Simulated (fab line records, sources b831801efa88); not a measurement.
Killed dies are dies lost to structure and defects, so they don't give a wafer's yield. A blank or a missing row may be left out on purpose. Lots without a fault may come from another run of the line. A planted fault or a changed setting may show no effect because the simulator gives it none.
A struck lot beside a sound one | flow sky130 | 25 steps out of a route of 708
Sound: wafers L551.1, L551.2, L551.3. Struck: wafers L548.4, L548.5, L548.6. The cause comes at the end.
At each step with rows: each side's tool, then ch and its chambers, then its first start. Under that, the readings that differ: sound wafers | struck wafers | difference of the means | sigmas: that difference in standard deviations of wafers without a fault.
alike: readings whose means differ by less than 2 such deviations, and words and numbers that are the same on both sides. not compared: withheld readings, readings that some wafer has no value for, bounds like >300 that may hide the same value, and numbers for which the record gives no deviation and whose values overlap.
The two part at a step that has a row with sigmas, a row that says differs or no value, or rows on one side only. Numbers that don't overlap but have no deviation are shown without sigmas and don't part them. A reading that every wafer of one side lacks parts them only if that side has two wafers or more.

first, 2 steps without rows for these wafers: SKY_RES_PROTECT_DEVELOP_06 (develop time 60 s); SKY_POLY_GATE_IMPLANT_02.
SKY_RES_PROTECT_STRIP_07: strips in O2/N2.
  sound on plasma_asher-02 ch 0,1, day 17 11:07; struck on plasma_asher-02 ch 0,1, day 16 11:53
  alike: drypump_motor_current_A, oes_product_au, strip_time_to_endpoint_s
  not compared: rf_hours_counter_h
SKY_RES_PROTECT_TW_MEAS_08:
  sound on film_metro-03, day 17 11:13; struck on film_metro-02, day 16 11:59
  reading      | sound          | struck         | difference | sigmas
  POLY_GATE_TW | 3992 4013 4041 | 4054 4080 4071 | +53        | +2
then, 2 steps without rows for these wafers: SKY_RES_PROTECT_CLEAN_09 (cleans in SC1/SC2, time 150 s); SKY_POLY_GATE_CVD_03 (deposits Si3N4 from DCS/NH3, target thk 75 nm, time 1290 s).
SKY_POLY_GATE_THK_MEAS_04:
  sound on film_metro-03, day 17 13:25; struck on film_metro-01, day 16 15:10
  reading                   | sound          | struck         | difference | sigmas
  POLY_GATE_CVD_03_THK (nm) | 75.8 76.6 76.1 | 74.8 74.9 74.8 | -1.3       | -2
then, 5 steps without rows for these wafers: SKY_POLY_GATE_DEHYDRATE_05 (time 60 s); SKY_POLY_GATE_HMDS_06 (prime time 60 s); SKY_POLY_GATE_COAT_07 (resist thk 110 nm); SKY_POLY_GATE_COAT_08 (resist thk 450 nm); SKY_POLY_GATE_SOFTBAKE_09 (time 90 s).
SKY_POLY_GATE_EXPOSE_10: exposes mask P1M, target cd 150 nm.
  sound on krf_scanner-02 ch 0, day 18 04:25; struck on krf_scanner-01 ch 0, day 17 05:33
  reading | sound             | struck                     | difference | sigmas
  mask    | P1M#0 P1M#0 P1M#0 | P1M_R1#0 P1M_R1#0 P1M_R1#0 | differs    |
  alike: focus_offset_nm, reticle_temp_C
then, 2 steps without rows for these wafers: SKY_POLY_GATE_PEB_11; SKY_POLY_GATE_DEVELOP_12 (develop time 60 s).
SKY_POLY_GATE_CD_MEAS_13: target cd 150 nm.
  sound on cd_sem-02, day 18 19:20; struck on cd_sem-02, day 17 20:45
  reading    | sound             | struck            | difference | sigmas
  cd_nm (nm) | 150.6 151.4 150.9 | 162.3 163.2 163.5 | +12.0      | +11
  not compared: hold
SKY_POLY_GATE_OVL_MEAS_14:
  sound on overlay-02, day 18 19:27; struck on overlay-01, day 17 22:14
  reading | sound | struck                                                                     | difference                   | sigmas
  hold    | - - - | await_dispo/1.4h/release await_dispo/1.4h/release await_dispo/1.4h/release | no value on the sound wafers |
  alike: POLY_GATE_OVL
SKY_POLY_GATE_ETCH_15: etches BARC in N2/H2, stops on SiO2, time 118.5 s, target depth 110 nm.
  sound on rie_diel-01 ch 0,2,3, day 18 19:29; struck on rie_diel-03 ch 0,1,2, day 17 22:16
  reading                    | sound             | struck            | difference | sigmas
  model.POLY_GATE.cd_nm (nm) | 150.9 151.9 149.4 | 162.9 162.3 161.4 | +11.5      |
  alike: drypump_motor_current_A, oes_product_au, throttle_valve_pct
  not compared: rf_hours_counter_h
SKY_POLY_GATE_ETCH_16: etches Si3N4 in CH3F/O2, stops on poly-Si, time 151.2 s, target depth 75 nm.
  sound on rie_diel-01 ch 0,2,3, day 18 19:34; struck on rie_diel-03 ch 0,1,2, day 17 22:20
  alike: drypump_motor_current_A, oes_product_au, throttle_valve_pct
  not compared: rf_hours_counter_h
SKY_POLY_GATE_ETCH_17: etches poly-Si in HBr/Cl2, stops on SiO2, target depth 180 nm, time 70.5 s.
  sound on rie_si-02 ch 1,2,3, day 18 19:40; struck on rie_si-02 ch 0,1,3, day 17 22:26
  reading                    | sound         | struck          | difference | sigmas
  model.POLY_GATE.cd_nm (nm) | 150 153.6 150 | 163 162.8 161.4 | +11        |
  alike: drypump_motor_current_A, oes_product_au, throttle_valve_pct
  not compared: rf_hours_counter_h
SKY_POLY_GATE_STRIP_18: strips in O2/N2.
  sound on plasma_asher-01 ch 0,1, day 18 19:43; struck on plasma_asher-04 ch 0,1, day 17 22:32
  alike: drypump_motor_current_A, oes_product_au, strip_time_to_endpoint_s
  not compared: rf_hours_counter_h
then, 1 step without rows for these wafers: SKY_POLY_GATE_CLEAN_19 (cleans in SC1/SC2, time 150 s).
SKY_POLY_GATE_OXIDATION_20: stabilise 600 s, purge 300 s, target thk 4 nm.
  sound on furnace-01 ch 0, day 19 00:26; struck on furnace-02 ch 0, day 17 23:18
  alike: spike_tc_bottom_C, spike_tc_lower_C, zone_power_centre_pct
  not compared: model.SiO2_of_POLY_GATE_OXIDATION_20.thk_nm
SKY_POLY_GATE_THK_MEAS_21:
  sound on film_metro-01, day 19 01:41; struck on film_metro-02, day 18 00:41
  alike: POLY_GATE_OXIDATION_THK
-- the record jumps here: 29 days lie between the struck wafers' starts before and after (it left off in module POLY_GATE and takes up again in module PAD_OPEN, whose first step shown is number 708 of the route) --
SKY_PAD_OPEN_PROBE_99:
  sound on prober-02, day 47 15:27; struck on prober-01, day 46 16:26
  reading                                  | sound             | struck            | difference | sigmas
  model.etest.pfet_01v8.r_on_ohm_um        | 2850 2896 2818    | 3082 3063 3060    | +214       |
  model.etest.res_poly.line_ohm_um         | 517.7 501 509.6   | 456.4 448.6 453.7 | -56.5      |
  model.etest.nfet_01v8.r_on_ohm_um        | 814.2 823 809.8   | 895.6 913 909.2   | +90.3      |
  model.etest.nfet_g5v0d10v5.r_on_ohm_um   | 1849 1844 1842    | 1896 1921 1896    | +59        |
  model.etest.sonos_uncharged.r_on_ohm_um  | 797.1 810.3 791.7 | 834.9 828.8 827.5 | +30.7      |
  model.etest.res_high_po.line_ohm_um      | 752 756.4 742.1   | 718 697.4 708.2   | -42        |
  model.etest.nfet_01v8_lvt.drive_ua_um    | 591.8 588 590.8   | 539.6 524.3 533.9 | -57.6      |
  model.etest.nfet_01v8_turned.drive_ua_um | 512.4 517.9 523.7 | 469.6 467.2 471   | -48.7      |
  alike: killed_at_M0_to_M3, killed_at_M4_up, killed_at_contacts, killed_at_front_end, killed_at_other, killed_dies, killed_on_rim, killed_open, killed_short

WHERE THEY PART
First at SKY_RES_PROTECT_TW_MEAS_08; last, within this record, at SKY_POLY_GATE_OVL_MEAS_14. Later steps at which nothing parts them and some readings are alike: SKY_POLY_GATE_ETCH_15, SKY_POLY_GATE_ETCH_16, SKY_POLY_GATE_ETCH_17, SKY_POLY_GATE_STRIP_18, SKY_POLY_GATE_OXIDATION_20, SKY_POLY_GATE_THK_MEAS_21, SKY_PAD_OPEN_PROBE_99.

WHY: what the simulator had put in
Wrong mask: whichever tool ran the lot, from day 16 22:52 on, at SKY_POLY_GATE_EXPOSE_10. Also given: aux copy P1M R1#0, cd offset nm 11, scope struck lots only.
